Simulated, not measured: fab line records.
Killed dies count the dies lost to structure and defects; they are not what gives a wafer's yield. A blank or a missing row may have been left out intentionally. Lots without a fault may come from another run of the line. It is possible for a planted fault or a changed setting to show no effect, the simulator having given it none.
fab line records	flow sky130
record lots=14	wafers=42	lastDay=50
route steps=708 shown CONTACT@406
lots that met no fault: from a run of the same line without faults
startH: the number of hours between the record's first day and the start of the first shown wafer of the lot	waitH: time in hours since the lot's previous step	" the same as in the row above	L1.1+2: several wafers, shown together as one row	- value missing, or start not given	* or withheld: withheld	< > ~ a bound
route shown NAME@n: names a module that has steps shown in the file, with the first one's number in the route	usual: mean/standard deviation of fault-free wafers	same: alike in all rows	chamber/n: place in a boat	sites: readings site by site	_std_site: standard deviation of those values	_edge_site: inner sites' mean taken away from outer sites' mean	radiusMm: for every site, how far away it sits from the centre of the wafer	mask NAME#n: copy n	behind: the most recent tool/chamber to have shaped the wafer	hold: cause of the lot's hold/its duration in hours/its outcome	device: the transistor (n, p or np) that didn't switch	end of line: at the end of the route, the tests of the same wafers	a step without rows: its recipe alone	killed: the dies lost at the first sort to structure and to defects; this is not the yield of the wafer	map: dies across one wafer; x = killed, . = not, _ = none there
set.NAME: the setting the step ran with; set.NAME@STEP: the setting that earlier step ran with	model.NAME: the simulator's own value behind a step, which no gauge read
one table for each step of the route and one row for each wafer, over a sample of lots
services: the hour from which a tool's chamber was out of use, counted from the record's first day as startH (under 0 if before that day), plus the number of hours and why
## steps
# step SKY_CONTACT_CVD_00
# recipe material=Si3N4	targetThkNm=75	tempC=400	timeS=withheld	rfW=450
# usual heaterPowerW=713/110	rfFwdPowerW=443.4/2.2
lot.wafer	tool	chamber	startH	waitH	heaterPowerW	rfFwdPowerW
L837.3	pecvd-04	1	710.03	0.0	679	443.7
L837.4	"	2	"	"	638	440.2
L837.5	"	1	"	"	666	444.5
L839.3	pecvd-04	0	721.82	0.0	670	442.7
L839.4	"	1	"	"	644	446.4
L839.6	"	2	"	"	707	438.4
L840.1	pecvd-02	1	727.58	0.0	848	445.4
L840.2	"	0	"	"	675	445.7
L840.6	"	1	"	"	816	442.8
L844.2	pecvd-02	2	781.83	0.0	582	444.4
L844.4	"	1	"	"	849	444.1
L844.5	"	2	"	"	578	444.4
L847.1	pecvd-04	2	805.46	0.0	654	440.8
L847.2	"	0	"	"	721	-
L847.6	"	1	"	"	697	444.1
L849.3	pecvd-04	1	811.33	0.0	659	446.8
L849.4	"	1	"	"	640	449.1
L849.5	"	0	"	"	679	-
L850.2	pecvd-02	1	815.55	0.0	868	444.9
L850.4	"	0	"	"	622	442.6
L850.5	"	1	"	"	873	444.3
L851.1	pecvd-02	0	824.98	0.0	606	445.3
L851.5	"	2	"	"	526	444.8
L851.6	"	0	"	"	611	445.4
L853.1	pecvd-01	1	825.80	0.0	656	445.2
L853.5	"	0	"	"	817	440.9
L853.6	"	1	"	"	642	446.6
L855.2	pecvd-01	1	843.92	0.0	640	444.2
L855.3	"	0	"	"	892	442.4
L855.4	"	1	"	"	636	443.8
L856.1	pecvd-02	0	857.01	0.0	595	445.7
L856.3	"	1	"	"	891	442.9
L856.4	"	0	"	"	591	442.9
L859.2	pecvd-02	0	876.09	0.0	616	446.7
L859.4	"	0	"	"	632	443.0
L859.6	"	1	"	"	823	442.8
L858.2	pecvd-01	1	877.88	0.0	555	444.8
L858.4	"	2	"	"	888	442.8
L858.6	"	0	"	"	788	446.7
L860.1	pecvd-02	1	885.85	0.0	925	441.9
L860.3	"	0	"	"	644	444.7
L860.4	"	1	"	"	918	443.7
# step SKY_CONTACT_THK_MEAS_01
# recipe reads=Si3N4_of_CONTACT_CVD_00
# usual CONTACT_CVD_00_THK=75.1/0.97
lot.wafer	tool	chamber	startH	waitH	CONTACT_CVD_00_THK[nm]
L837.3	filmMetro-03	-	710.09	-	74.8
L837.4	"	-	"	"	76.6
L837.5	"	-	"	"	76.3
L839.3	filmMetro-02	-	721.87	-	75.5
L839.4	"	-	"	"	75.5
L839.6	"	-	"	"	76.2
L840.1	filmMetro-04	-	727.62	-	74.8
L840.2	"	-	"	"	74.3
L840.6	"	-	"	"	74.6
L844.2	filmMetro-03	-	781.89	-	74.5
L844.4	"	-	"	"	74.1
L844.5	"	-	"	"	76.6
L847.1	filmMetro-02	-	805.49	-	74.9
L847.2	"	-	"	"	67.2
L847.6	"	-	"	"	75.5
L849.3	filmMetro-03	-	811.39	-	75.6
L849.4	"	-	"	"	76.4
L849.5	"	-	"	"	69.4
L850.2	filmMetro-04	-	815.60	-	74.0
L850.4	"	-	"	"	74.9
L850.5	"	-	"	"	74.3
L851.1	filmMetro-04	-	825.03	-	72.4
L851.5	"	-	"	"	75.2
L851.6	"	-	"	"	74.0
L853.1	filmMetro-04	-	825.84	-	75.3
L853.5	"	-	"	"	75.8
L853.6	"	-	"	"	75.5
L855.2	filmMetro-03	-	843.97	-	74.5
L855.3	"	-	"	"	75.0
L855.4	"	-	"	"	75.7
L856.1	filmMetro-04	-	857.06	-	74.8
L856.3	"	-	"	"	75.5
L856.4	"	-	"	"	74.9
L859.2	filmMetro-04	-	876.13	-	74.3
L859.4	"	-	"	"	76.2
L859.6	"	-	"	"	76.1
L858.2	filmMetro-04	-	877.92	-	74.1
L858.4	"	-	"	"	75.6
L858.6	"	-	"	"	75.0
L860.1	filmMetro-04	-	885.88	-	72.8
L860.3	"	-	"	"	72.8
L860.4	"	-	"	"	74.5
# step SKY_CONTACT_ETCH_18
# recipe target=Si3N4	chemistry=CHF3/O2	stopOn=TiN	sourceW=600	biasW=200	pressureMtorr=40	chf3FlowSccm=50	O2_flow_sccm=5	timeS=39	targetDepthA=750
# usual chamberPressureMTorr=40.00/0.032	drypumpMotorCurrentA=5.8/0.36	oesProductAu=0.855/0.0084	rfFwdPowerW=593.5/2.5	throttleValvePct=8.793/0.0086
lot.wafer	tool	chamber	startH	waitH	chamberPressureMTorr	drypumpMotorCurrentA	oesProductAu	rfFwdPowerW	rfHoursCounterH	throttleValvePct
L837.3	rieDiel-02	1	-	-	40.02	6.2	0.853	594.5	9	8.802
L837.4	"	2	"	"	40.00	6.0	0.873	589.6	21	8.799
L837.5	"	1	"	"	39.95	6.3	0.867	592.2	-	8.813
L839.3	rieDiel-04	0	-	-	39.95	6.0	0.857	594.3	9	8.794
L839.4	"	1	"	"	39.99	5.2	0.858	593.0	7	8.776
L839.6	"	2	"	"	39.97	6.3	0.853	589.9	-	8.800
L840.1	rieDiel-03	1	-	-	40.04	5.6	0.859	595.9	12	8.799
L840.2	"	2	"	"	40.00	6.2	0.850	591.8	5	8.790
L840.6	"	0	"	"	40.02	5.5	0.854	594.2	-	8.803
L844.2	rieDiel-02	3	-	-	39.99	5.7	0.854	592.5	9	8.786
L844.4	"	2	"	"	39.98	6.0	0.852	595.1	-	8.788
L844.5	"	3	"	"	39.96	5.7	0.874	594.1	-	8.792
L847.1	rieDiel-02	2	-	-	40.04	6.0	0.857	595.3	24	8.786
L847.2	"	3	"	"	39.97	5.6	0.802	592.3	10	8.783
L847.6	"	3	"	"	40.01	5.6	0.854	593.6	-	8.810
L849.3	rieDiel-03	1	-	-	40.01	5.6	0.865	593.1	15	8.781
L849.4	"	1	"	"	39.98	5.6	0.868	595.8	-	8.816
L849.5	"	2	"	"	39.99	6.2	0.821	590.8	-	8.792
L850.2	rieDiel-02	3	-	-	39.97	5.7	0.859	591.4	10	8.791
L850.4	"	0	"	"	40.04	5.3	0.854	596.7	12	8.797
L850.5	"	1	"	"	40.01	6.2	0.846	593.4	-	8.786
L851.1	rieDiel-04	2	-	-	40.05	6.3	0.839	593.6	13	8.784
L851.5	"	0	"	"	39.98	6.0	0.856	597.0	-	8.804
L851.6	"	1	"	"	40.00	5.2	0.850	590.7	-	8.794
L853.1	rieDiel-02	3	-	-	40.00	5.7	0.856	595.1	10	8.787
L853.5	"	3	"	"	39.97	5.6	0.860	594.4	-	8.796
L853.6	"	2	"	"	40.02	6.0	0.858	592.5	-	8.776
L855.2	rieDiel-02	1	-	-	39.99	6.2	0.852	591.4	13	8.788
L855.3	"	0	"	"	39.97	5.3	0.853	595.8	12	8.782
L855.4	"	3	"	"	40.04	5.6	0.858	596.0	11	8.792
L856.1	rieDiel-03	1	-	-	40.04	5.6	0.849	597.6	17	8.786
L856.3	"	0	"	"	40.05	5.5	0.860	592.2	13	8.798
L856.4	"	2	"	"	40.01	6.2	0.853	589.0	10	8.806
L859.2	rieDiel-02	1	-	-	39.97	6.2	0.844	591.6	14	8.805
L859.4	"	3	"	"	40.05	5.6	0.861	591.2	-	8.801
L859.6	"	1	"	"	39.94	6.2	0.854	590.1	-	8.791
L858.2	rieDiel-02	1	-	-	40.03	6.2	0.843	593.1	14	8.788
L858.4	"	1	"	"	40.09	6.2	0.869	592.6	-	8.795
L858.6	"	0	"	"	40.04	5.3	0.857	596.7	-	8.777
L860.1	rieDiel-02	1	-	-	39.97	6.2	0.841	596.9	14	8.798
L860.3	"	0	"	"	39.95	5.3	0.840	594.4	14	8.775
L860.4	"	1	"	"	39.97	6.2	0.847	594.3	-	8.795
## services
tool	chamber	startH	hours	kind
pecvd-02	0	687.35	2.1	scheduledDown
rieDiel-03	3	688.97	2.4	repair
rieDiel-02	3	693.94	4.8	repair
pecvd-04	-	717.76	1.6	repair
pecvd-02	0	763.14	5.5	scheduledDown
rieDiel-03	3	772.54	88.9	repair
pecvd-02	0	776.83	11.1	repair
rieDiel-02	1	786.48	2.8	repair
pecvd-02	2	790.19	17.4	repair
rieDiel-03	-	799.09	0.5	repair
rieDiel-03	0	802.10	3.3	repair
rieDiel-02	0	804.82	5.1	repair
rieDiel-02	2	810.96	9.2	repair
pecvd-02	1	818.12	-	clean
pecvd-02	1	818.12	-	consumableReplace:showerhead
pecvd-02	1	818.12	29.0	scheduledDown
pecvd-02	1	818.12	29.0	ventCycle
pecvd-02	-	828.40	1.2	repair
pecvd-02	2	830.46	5.5	scheduledDown
pecvd-02	2	856.47	2.1	scheduledDown
rieDiel-02	2	894.38	-	clean
rieDiel-02	2	894.38	23.6	scheduledDown
rieDiel-02	2	894.38	23.6	ventCycle
pecvd-02	-	900.53	2.0	repair
## key
firstSign step=SKY_CONTACT_THK_MEAS_01	reading=CONTACT_CVD_00_THK	direction=down	sigmas=7.1	usual=75.1	struck=68.3
effect step=SKY_CONTACT_ETCH_18	reading=oesProductAu	direction=down	sigmas=5.2	usual=0.855	struck=0.812
metAt SKY_CONTACT_CVD_00
struckLots L847,L849
struckWafers L847.2,L849.5
testerLeftOut L847,L849
onsetBetween 721.82 805.46
fault kind=processParameterDrift	tool=pecvd-04	chamber=0	onsetH=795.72	steps=SKY_CONTACT_CVD_00	channel=timeS	offset=withheld	shape=step	endH=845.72	actsIn=*
# testerLeftOut: of these lots the tester's yield and bins aren't shown, on N5 and GAA mostly nor the transistor test; their killed dies are dies lost to structure and defects alone, not to doping, threshold or leakage, so they don't give the yield
